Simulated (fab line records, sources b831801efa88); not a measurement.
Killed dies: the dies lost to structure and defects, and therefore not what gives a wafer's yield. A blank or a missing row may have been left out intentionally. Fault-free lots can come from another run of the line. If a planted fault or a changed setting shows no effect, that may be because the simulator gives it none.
Comparing a struck lot with a sound one	flow sky130	15 steps out of a route of 708
Sound: these wafers, L594.1, L594.5, L594.6. Struck: wafers L600.1, L600.2, L600.4. The cause comes at the end.
Per side, at each step with rows, come the tool, then ch with its chambers, and then its first start. Under that, the readings that differ: sound wafers	struck wafers	difference of the means	sigmas: that difference in standard deviations of wafers without a fault.
alike: words and numbers the same on both sides, and readings whose means are apart by under 2 such deviations; not compared: readings that were withheld, readings missing a value for some wafer, numbers with overlapping values and no deviation given by the record, and bounds like >300 which may hide the same value.
A row with sigmas, a row that says differs or no value, or rows on one side alone: a step with any of these is where the two part. Numbers that don't overlap but have no deviation are shown without sigmas and don't part them. A reading missing from all wafers of one side parts the sides only when that side holds two or more wafers.

first, 4 steps without rows for these wafers: SKY_LDD_N_SOFTBAKE_03 (time 60 s); SKY_LDD_N_EXPOSE_04 (exposes mask NTM, target cd 840 nm); SKY_LDD_N_PEB_05; SKY_LDD_N_DEVELOP_06 (develop time 60 s).
SKY_LDD_N_OVL_MEAS_07:
  sound on overlay-01, day 21 14:53; struck on overlay-01, day 24 04:44
  alike: LDD_N_OVL
then, 7 steps without rows for these wafers: SKY_LDD_N_IMPLANT_08; SKY_LDD_N_IMPLANT_09; SKY_LDD_N_IMPLANT_10; SKY_LDD_N_IMPLANT_11; SKY_LDD_N_IMPLANT_12; SKY_LDD_N_IMPLANT_13; SKY_LDD_N_IMPLANT_14.
SKY_LDD_N_IMPLANT_15:
  sound on implanter-02 ch 0, day 21 15:58; struck on implanter-02 ch 0, day 24 05:49
reading	sound	struck	difference	sigmas
dose-ions-cm2	4.991e+12 5.002e+12 4.993e+12	8.874e+12 8.876e+12 8.876e+12	+3.880e+12	+99 or more
faraday-current-uA	28.5 26.8 27.2	49.8 49.3 51.2	+22.6	+40
SKY_LDD_N_STRIP_16: strips in O2/N2.
  sound on plasma-asher-02 ch 0,1, day 21 16:07; struck on plasma-asher-02 ch 0,1, day 24 05:58
  alike: drypump-motor-current-A, oes-product-au, strip-time-to-endpoint-s
  not compared: rf-hours-counter-h
-- record jumps: 26 days separate the struck wafers' starts on either side; left off in module LDD_N, taken up again in module PAD_OPEN, whose first shown step is the route's number 708 --
SKY_PAD_OPEN_PROBE_99:
  sound on prober-02, day 48 02:03; struck on prober-02, day 49 22:28
reading	sound	struck	difference	sigmas
model.etest.tip-n.rs-ohm-sq	442.6 442.6 443.3	453.3 450.8 454.7	+10.1	
model.etest.nfet_01v8_turned.off-log10-a-um	-13.37 -13.36 -13.37	-13.45 -13.6 -13.56	-0.17	
model.etest.nfet_01v8_turned.vt-sat-v (V)	0.6472 0.6527 0.6582	0.6962 0.6989 0.7089	+0.0486	
model.etest.nfet_01v8_turned.vt-v (V)	0.701 0.7049 0.7076	0.7267 0.7247 0.7364	+0.0248	
model.etest.nfet_01v8_lvt.vt-sat-v (V)	0.5299 0.5464 0.5436	0.5582 0.5611 0.5677	+0.0224	
model.etest.nfet_01v8_swapped.vt-sat-v (V)	0.6488 0.6565 0.6587	0.6612 0.6637 0.6746	+0.0118	
model.etest.nfet_01v8.vt-sat-v (V)	0.6476 0.6551 0.6553	0.6589 0.6623 0.6721	+0.0118	
  alike: killed_at_M0_to_M3, killed_at_M4_up, killed-at-contacts, killed-at-front-end, killed-at-other, killed-dies, killed-open, killed-short
  not compared: model.etest.nfet_01v8_turned.drive-ua-um

WHERE THEY PART
SKY_LDD_N_IMPLANT_15 only, going by this record. Later steps at which nothing parts them and some readings are alike: SKY_LDD_N_STRIP_16, SKY_PAD_OPEN_PROBE_99.

WHY: the cause the simulator had injected
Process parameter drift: implanter-02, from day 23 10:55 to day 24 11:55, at SKY_LDD_N_IMPLANT_15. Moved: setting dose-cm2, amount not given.
